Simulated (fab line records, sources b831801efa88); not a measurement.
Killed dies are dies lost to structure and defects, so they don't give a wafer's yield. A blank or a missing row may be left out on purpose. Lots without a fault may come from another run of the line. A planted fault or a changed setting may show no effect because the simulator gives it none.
Chamber matching | flow sky130 | SKY_VIA1_CMP_02 on cmp-01: 4 sister chambers
The step polishes SiO2. 8 wafers are shown with their chamber, then 7 later ones without.

WAFERS WITH THEIR CHAMBER
wafer  | chamber | motor_current_A (A)
L970.6 | 0       | 13.1
L971.1 | 1       | 12.0
L971.3 | 2       | 11.4
L972.3 | 3       | 12.2
L972.5 | 1       | 12.0
L972.6 | 2       | 11.3
L974.1 | 3       | 12.2
L974.2 | 0       | 13.1

WAFERS WITHOUT THEIR CHAMBER
wafer  | motor_current_A (A)
L974.5 | 11.5
L977.1 | 11.5
L977.4 | 13.8
L977.6 | 13.3
L982.1 | 12.3
L982.4 | 12.5
L982.6 | 12.0

WHICH CHAMBER EACH WENT THROUGH
wafer  | from the rows above | in truth
L974.5 | 2                   | 2
L977.1 | 2                   | 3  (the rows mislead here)
L977.4 | 0                   | 0
L977.6 | 0                   | 0
L982.1 | 3                   | 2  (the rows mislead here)
L982.4 | 3                   | 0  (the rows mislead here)
L982.6 | 1                   | 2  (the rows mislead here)
Placed correctly: 3 of 7. Can't be placed from these rows: 0. Placed wrongly: 4.
How it was worked out, from the rows above alone: a wafer's distance from a chamber is the root of the sum, over the readings, of the square of ((its reading less the chamber's mean) divided by the reading's scatter). The wafer belongs to the nearest chamber; if the next one is less than 2 further off, it can't be placed. A chamber's mean is the mean of its shown wafers. The scatter: the root of (the sum of the squares of (reading less its chamber's mean) over the shown wafers, divided by (wafers less chambers)).
